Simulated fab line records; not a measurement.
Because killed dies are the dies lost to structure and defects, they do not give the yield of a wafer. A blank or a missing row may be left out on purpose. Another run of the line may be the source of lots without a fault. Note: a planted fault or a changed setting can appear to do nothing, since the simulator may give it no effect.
Split-lot study -- flow gf180mcu -- route with 602 steps; 5 lots, 23 wafers read

SPLIT DETAILS
At GF_DUAL_GATE_OXIDATION_15 (stabilise 600 s, purge 300 s, target thk 7.098 nm), the setting tempC was moved away from the recipe's 850 C on 15 of the 23 wafers read, by -0.6% to +0.8%. For the rest of the wafers, this setting stayed at what the recipe calls for.

No step appears in the file between the split and the reading.

THE READING
SiO2_of_DUAL_GATE_OXIDATION_02.thkNm (the simulator's own value, which no gauge read), in nm, at GF_POLY_GATE_ETCH_13 (etches poly-Si in HBr/Cl2, stops on SiO2, target depth 198.5 nm, time 69.6 s). The file gives no usual value for it. Average 14.30 nm, standard deviation 0.059 nm, over the 8 wafers here run with the recipe.

wafer,"tool, chamber at the split","tempC as run, C",against the recipe,"SiO2_of_DUAL_GATE_OXIDATION_02.thkNm, nm",against lot-mates on the recipe
L074.1,"-, -",850,recipe,14.24,-
L074.6,"-, -",850,recipe,14.24,-
L074.2,"-, -",850,recipe,14.36,-
L074.3,"-, -",850,recipe,14.35,-
L074.5,"-, -",850,recipe,14.39,-
L077.2,"-, -",844.5,-0.6%,14.07,no lot-mate on the recipe
L077.3,"-, -",844.5,-0.6%,14.16,no lot-mate on the recipe
L077.4,"-, -",844.5,-0.6%,14.06,no lot-mate on the recipe
L077.5,"-, -",844.5,-0.6%,13.9,no lot-mate on the recipe
L077.6,"-, -",844.5,-0.6%,14.15,no lot-mate on the recipe
L079.1,"-, -",856.8,+0.8%,14.78,no lot-mate on the recipe
L079.2,"-, -",856.8,+0.8%,14.79,no lot-mate on the recipe
L079.3,"-, -",856.8,+0.8%,14.78,no lot-mate on the recipe
L079.4,"-, -",856.8,+0.8%,14.77,no lot-mate on the recipe
L079.5,"-, -",856.8,+0.8%,14.74,no lot-mate on the recipe
L080.1,"-, -",854.5,+0.5%,14.59,no lot-mate on the recipe
L080.2,"-, -",854.5,+0.5%,14.68,no lot-mate on the recipe
L080.3,"-, -",854.5,+0.5%,14.62,no lot-mate on the recipe
L080.4,"-, -",854.5,+0.5%,14.47,no lot-mate on the recipe
L080.6,"-, -",854.5,+0.5%,14.51,no lot-mate on the recipe
L082.1,"furnace-02, 0",850,recipe,14.32,-
L082.3,"furnace-02, 0",850,recipe,14.29,-
L082.5,"furnace-02, 0",850,recipe,14.22,-

THE FIT
A straight line over all 23 wafers: SiO2_of_DUAL_GATE_OXIDATION_02.thkNm changes by +0.482 nm for each +1% of tempC; r = +0.96; the points scatter about the line by 0.08 nm.
Too few moved wafers have a lot-mate on the recipe to fit a line with each lot's own level taken away.

THE WHOLE CHAIN: every reading that the file lists as answering this split, in the file's order
step,what it does,reading,change (the file's fit),r (the file's)
GF_DUAL_GATE_OXIDATION_15,"stabilise 600 s, purge 300 s, target thk 7.098 nm","SiO2_of_DUAL_GATE_OXIDATION_02.thkNm (the simulator's own value, which no gauge read)",+0.499 nm for each +1% of the setting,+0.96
GF_POLY_GATE_ETCH_13,"etches poly-Si in HBr/Cl2, stops on SiO2, target depth 198.5 nm, time 69.6 s","SiO2_of_DUAL_GATE_OXIDATION_02.thkNm (the simulator's own value, which no gauge read)",+0.481 nm for each +1% of the setting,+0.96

THE FILE'S OWN FIT
SiO2_of_DUAL_GATE_OXIDATION_02.thkNm changes by +0.481 nm for each +1% of tempC, r = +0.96.
